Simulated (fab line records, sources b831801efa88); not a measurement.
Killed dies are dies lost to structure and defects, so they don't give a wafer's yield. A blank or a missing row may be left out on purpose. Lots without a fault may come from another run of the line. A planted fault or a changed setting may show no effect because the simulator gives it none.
One fault seen from 2 desks | flow gf180mcu | each desk has only its own numbers; what lay behind them comes last

THE TOOL OWNER'S DESK: krf_scanner-02
The tool's own readings at GF_V1_EXPOSE_11 (exposes mask Via1, target cd 260 nm): means of the sampled wafers that have a number, for each lot that ran on this tool. A lot is out of limits, marked OUT, if its mean lies more than 4 standard deviations from the usual mean; the brackets give that distance.
Columns: A = focus_offset_nm at GF_V1_EXPOSE_11, usual 0.1 nm
lot  | first seen here | A
L454 | day 18 14:38    | 0.6
L457 | day 19 20:40    | 0.1
L458 | day 20 16:17    | 0.1
L460 | day 21 04:58    | -0.4
L462 | day 21 19:52    | 0.5
L463 | day 22 03:43    | -0.2
L464 | day 22 13:35    | 0.8
L474 | day 26 05:04    | -0.2
This desk's finding: nothing out of limits on any of the 8 lots.

THE METROLOGY DESK
What the gauges read, lot by lot, whatever tool the lot ran on: means of the sampled wafers that have a number. A lot is out of limits, marked OUT, if its mean lies more than 4 standard deviations from the usual mean; the brackets give that distance.
Columns: A = cd_nm at GF_M1_CD_MEAS_14, usual 230.3 nm; B = M1_OVL at GF_M1_OVL_MEAS_15, usual 1 nm; C = cd_nm at GF_V1_CD_MEAS_14, usual 260.0 nm
lot  | first seen here | A     | B  | C
L451 | day 17 01:20    | 231.1 | -3 | 259.8
L452 | day 17 09:10    | 231.7 | 1  | 259.5
L454 | day 18 01:02    | 229.1 | 2  | 261.2
L456 | day 19 00:58    | 230.8 | 2  | 259.6
L457 | day 19 06:20    | 229.8 | -5 | 262.7
L458 | day 20 02:58    | 230.9 | 8  | 259.6
L460 | day 20 14:55    | 231.9 | 2  | 259.8
L461 | day 20 21:40    | 228.8 | 1  | 260.0
L462 | day 21 06:05    | 230.3 | 2  | 260.7
L463 | day 21 14:32    | 232.1 | -2 | 261.0
L464 | day 22 00:26    | 231.6 | -1 | 262.9
L467 | day 23 01:21    | 227.9 | 8  | 261.3
L474 | day 25 17:25    | 230.4 | 9  | 259.1
This desk's finding: nothing out of limits on any of the 13 lots.

PUT TOGETHER
The tool owner's desk saw nothing out of limits.
The metrology desk saw nothing out of limits.

WHAT THE SIMULATOR HAD PUT IN
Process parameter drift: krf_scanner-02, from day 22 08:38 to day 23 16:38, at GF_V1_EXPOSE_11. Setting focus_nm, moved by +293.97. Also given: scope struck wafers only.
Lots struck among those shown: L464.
